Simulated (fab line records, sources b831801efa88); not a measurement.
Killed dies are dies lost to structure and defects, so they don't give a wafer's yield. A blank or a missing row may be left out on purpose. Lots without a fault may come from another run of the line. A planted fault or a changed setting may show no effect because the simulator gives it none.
A struck lot beside a sound one | flow sky130 | 21 steps out of a route of 708
Sound: wafers L332.1, L332.5, L332.6. Struck: wafer L323.5. (L323.3, L323.4 of the same lot were not struck and are left out.) The cause comes at the end.
At each step with rows: each side's tool, then ch and its chambers, then its first start. Under that, the readings that differ: sound wafers | struck wafers | difference of the means | sigmas: that difference in standard deviations of wafers without a fault.
alike: readings whose means differ by less than 2 such deviations, and words and numbers that are the same on both sides. not compared: withheld readings, readings that some wafer has no value for, bounds like >300 that may hide the same value, and numbers for which the record gives no deviation and whose values overlap.
The two part at a step that has a row with sigmas, a row that says differs or no value, or rows on one side only. Numbers that don't overlap but have no deviation are shown without sigmas and don't part them. A reading that every wafer of one side lacks parts them only if that side has two wafers or more.

first, 1 step without rows for these wafers: SKY_LDD_LDN_IMPLANT_11.
SKY_LDD_LDN_STRIP_12: strips in O2/N2.
  sound on plasma_asher-02 ch 0,1, day 28 11:54; struck on plasma_asher-04 ch 1, day 25 19:10
  alike: chamber_pressure_mTorr, drypump_motor_current_A, oes_product_au, strip_time_to_endpoint_s
  not compared: rf_hours_counter_h
SKY_LDD_LDN_TW_MEAS_13:
  sound on film_metro-03, day 28 12:05; struck on film_metro-04, day 25 19:16
  alike: LDD_LDN_TW
then, 2 steps without rows for these wafers: SKY_LDD_LDN_CLEAN_14 (cleans in SC1/SC2, time 150 s); SKY_SPACER_CVD_00 (deposits Si3N4 from DCS/NH3, target thk 43.1 nm, time 740 s).
SKY_SPACER_THK_MEAS_01:
  sound on film_metro-02, day 28 13:23; struck on film_metro-02, day 25 22:08
  alike: SPACER_CVD_00_THK
SKY_SPACER_ETCHBACK_02: etches Si3N4 in CH3F/O2, stops on SiO2, time 46.7 s, target depth 45 nm.
  sound on rie_diel-01 ch 2,3, day 28 13:27; struck on rie_diel-02 ch 1, day 25 22:10
  alike: chamber_pressure_mTorr, drypump_motor_current_A, oes_product_au, rf_fwd_power_W, throttle_valve_pct
  not compared: rf_hours_counter_h
then, 5 steps without rows for these wafers: SKY_POLY_CUT_DEHYDRATE_00 (time 60 s); SKY_POLY_CUT_HMDS_01 (prime time 60 s); SKY_POLY_CUT_COAT_02 (resist thk 60 nm); SKY_POLY_CUT_COAT_03 (resist thk 450 nm); SKY_POLY_CUT_SOFTBAKE_04 (time 90 s).
SKY_POLY_CUT_EXPOSE_05: exposes mask NPCM, target cd 270 nm.
  sound on krf_scanner-02 ch 0, day 29 04:07; struck on krf_scanner-02 ch 0, day 26 13:24
  alike: mask
then, 2 steps without rows for these wafers: SKY_POLY_CUT_PEB_06; SKY_POLY_CUT_DEVELOP_07 (develop time 60 s).
SKY_POLY_CUT_CD_MEAS_08: target cd 270 nm.
  sound on cd_sem-02, day 29 18:08; struck on cd_sem-02, day 27 04:13
  reading    | sound             | struck | difference | sigmas
  cd_nm (nm) | 271.7 270.8 270.2 | 263.2  | -7.7       | -5
  not compared: hold
SKY_POLY_CUT_OVL_MEAS_09:
  sound on overlay-01, day 29 18:15; struck on overlay-01, day 27 07:00
  reading | sound | struck                   | difference                   | sigmas
  hold    | - - - | await_dispo/2.7h/release | no value on the sound wafers |
  alike: POLY_CUT_OVL
SKY_POLY_CUT_ETCH_10: etches BARC in N2/H2, stops on SiO2, time 45.9 s, target depth 60 nm.
  sound on rie_diel-01 ch 0,2,3, day 29 18:17; struck on rie_diel-04 ch 2, day 27 07:01
  reading                   | sound                | struck | difference | sigmas
  throttle_valve_pct (%)    | 13.230 13.227 13.217 | 13.242 | +0.017     | +2
  model.POLY_CUT.cd_nm (nm) | 271.6 270 270.5      | 262.9  | -7.8       |
  alike: chamber_pressure_mTorr, drypump_motor_current_A, oes_product_au, rf_fwd_power_W
  not compared: rf_hours_counter_h
SKY_POLY_CUT_ETCH_11: etches Si3N4 in CF4/CH2F2/Ar, stops on poly-Si, time 42.5 s, target depth 60 nm.
  sound on rie_diel-01 ch 0,2,3, day 29 18:20; struck on rie_diel-04 ch 2, day 27 07:04
  reading                   | sound             | struck | difference | sigmas
  model.POLY_CUT.cd_nm (nm) | 271.6 270.1 270.4 | 262.9  | -7.8       |
  alike: chamber_pressure_mTorr, drypump_motor_current_A, oes_product_au, rf_fwd_power_W, throttle_valve_pct
  not compared: rf_hours_counter_h
SKY_POLY_CUT_STRIP_12: strips in O2/N2.
  sound on plasma_asher-01 ch 0,1, day 29 18:22; struck on plasma_asher-04 ch 1, day 27 07:08
  reading                        | sound                | struck | difference | sigmas
  chamber_pressure_mTorr (mTorr) | 1504.7 1501.4 1499.8 | 1498.3 | -3.7       | -2
  alike: drypump_motor_current_A, oes_product_au, strip_time_to_endpoint_s
  not compared: rf_hours_counter_h
SKY_PAD_OPEN_PROBE_99:
  the record has rows for the sound wafers here (prober-02, day 49 18:37) and none for the struck ones

WHERE THEY PART
First at SKY_POLY_CUT_CD_MEAS_08; last, within this record, at SKY_PAD_OPEN_PROBE_99.

WHY: what the simulator had put in
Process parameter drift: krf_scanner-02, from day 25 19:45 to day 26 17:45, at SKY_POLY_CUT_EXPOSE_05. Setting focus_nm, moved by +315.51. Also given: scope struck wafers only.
